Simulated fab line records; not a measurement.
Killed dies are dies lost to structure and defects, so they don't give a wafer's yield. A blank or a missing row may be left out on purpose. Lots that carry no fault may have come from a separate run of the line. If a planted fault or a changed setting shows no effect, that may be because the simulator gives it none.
Comparing a struck lot with a sound one    flow sky130    18 steps out of a route of 708
Sound: wafers L931.1, L931.4, L931.5. Struck: wafers L919.1, L919.3 (left out: L919.5, a lot-mate that was not struck); the cause follows at the end.
For every step that has rows: the tool of each side, followed by ch and its chambers, followed by its first start. Under that, the readings that differ: sound wafers    struck wafers    difference of the means    sigmas: that difference in standard deviations of wafers without a fault.
alike: readings whose means differ by less than 2 such deviations, and words and numbers that are the same on both sides. not compared: withheld readings, readings that some wafer has no value for, bounds like >300 that may hide the same value, and numbers for which the record gives no deviation and whose values overlap.
Wherever a step has rows on one side only, a row that says differs or no value, or a row with sigmas, the two part there. Numbers that don't overlap but have no deviation are shown without sigmas and don't part them. A reading missing from all wafers of one side parts the sides only when that side holds two or more wafers.

first, 2 steps without rows for these wafers: SKY_CONTACT_PEB_12; SKY_CONTACT_DEVELOP_13 (develop time 60 s).
SKY_CONTACT_CD_MEAS_14: target cd 170 nm.
  struck on cd-sem-01, day 34 09:46; sound on cd-sem-02, day 38 07:52
  alike: cd-nm
SKY_CONTACT_OVL_MEAS_15:
  struck on overlay-02, day 34 09:53; sound on overlay-01, day 38 07:59
  alike: CONTACT_OVL
SKY_CONTACT_ETCH_16: etches BARC in N2/H2, stops on SiO2, time 45.9 s, target depth 60 nm.
  sound on rie-diel-01 ch 1,2,3, day 38 08:01; struck on rie-diel-03 ch 0,3, day 34 09:55
  alike: drypump-motor-current-A, oes-product-au, throttle-valve-pct
  not compared: rf-hours-counter-h
SKY_CONTACT_ETCH_17: etches SiO2 in C4F8/O2/Ar, stops on Si3N4, target depth 340 nm.
  sound on rie-diel-01 ch 1,2,3, day 38 08:04; struck on rie-diel-03 ch 0,3, day 34 09:58
  alike: oes-product-au
SKY_CONTACT_ETCH_18: etches Si3N4 in CHF3/O2, stops on TiN, time 39 s, target depth 75 nm.
  sound on rie-diel-01 ch 1,2,3; struck on rie-diel-03 ch 0,3
  alike: chf3-flow-sccm, drypump-motor-current-A, oes-product-au, throttle-valve-pct
  not compared: rf-hours-counter-h
SKY_CONTACT_STRIP_19: strips in O2/N2.
  sound on plasma-asher-03 ch 1, day 38 08:09; struck on plasma-asher-01 ch 0, day 34 10:03
reading                sound              struck       difference  sigmas
oes-product-au (a.u.)  0.378 0.378 0.373  0.387 0.386  +0.010      +2
  alike: drypump-motor-current-A, strip-time-to-endpoint-s
  not compared: rf-hours-counter-h
then, 3 steps without rows for these wafers: SKY_CONTACT_STRIP_20 (strips in post etch residue remover, time 1200 s); SKY_CONTACT_CLEAN_21 (cleans in IPA, time 180 s); SKY_CONTACT_CLEAN_22 (cleans in O3/DIW).
SKY_CONTACT_SPUTTER_23: material TiN, target thk 20 nm, time 80 s.
  struck on pvd-sputter-02, day 34 10:39; sound on pvd-sputter-02, day 38 08:44
  alike: throttle-valve-pct
SKY_CONTACT_CVD_24: deposits W, target thk 340 nm, time 102.12 s.
  sound on cvd-w-01 ch 0,1, day 38 08:48; struck on cvd-w-02 ch 0, day 34 10:43
reading                                sound              struck       difference  sigmas
model.W_of_CONTACT_CVD_24.thk-nm (nm)  342.2 351.1 340.9  281.8 286.4  -60.6       
  alike: heater-power-outer-w, heater-power-w
SKY_CONTACT_RS_MEAS_25: uses a four-point probe to measure.
  struck on film-metro-03, day 34 10:49; sound on film-metro-03, day 38 08:55
reading                sound              struck       difference  sigmas
CONTACT_W_RS (ohm/sq)  0.335 0.327 0.337  0.408 0.402  +0.072      +21
SKY_CONTACT_THK_MEAS_26: measures by xrf.
  struck on film-metro-03, day 34 10:56; sound on film-metro-03, day 38 09:02
reading             sound        struck   difference  sigmas
CONTACT_W_THK (nm)  356 366 356  291 298  -65         -13
SKY_CONTACT_CMP_27: polishes, stops on SiO2, t overpolish 15 s, target thk 0 nm.
  sound on cmp-02 ch 0,1, day 38 09:08; struck on cmp-01 ch 0,1, day 34 11:03
reading                 sound     struck  difference  sigmas
time-to-endpoint-s (s)  79 86 83  67 67   -16         -5
  alike: edge-zone-pressure-frac, motor-current-A
then, 1 step without rows for these wafers: SKY_METAL1_SPUTTER_00 (material Ti, target thk 15 nm, time 10 s).
-- the record jumps here: 14 days lie between the struck wafers' starts before and after (it left off in module METAL1 and takes up again in module PAD_OPEN, whose first step shown is number 708 of the route) --
SKY_PAD_OPEN_PROBE_99:
  only the struck wafers here have rows in the record (prober-02, day 48 02:05); the sound ones have none

WHERE THEY PART
First at SKY_CONTACT_STRIP_19; last, within this record, at SKY_PAD_OPEN_PROBE_99.

WHY: the cause the simulator had injected
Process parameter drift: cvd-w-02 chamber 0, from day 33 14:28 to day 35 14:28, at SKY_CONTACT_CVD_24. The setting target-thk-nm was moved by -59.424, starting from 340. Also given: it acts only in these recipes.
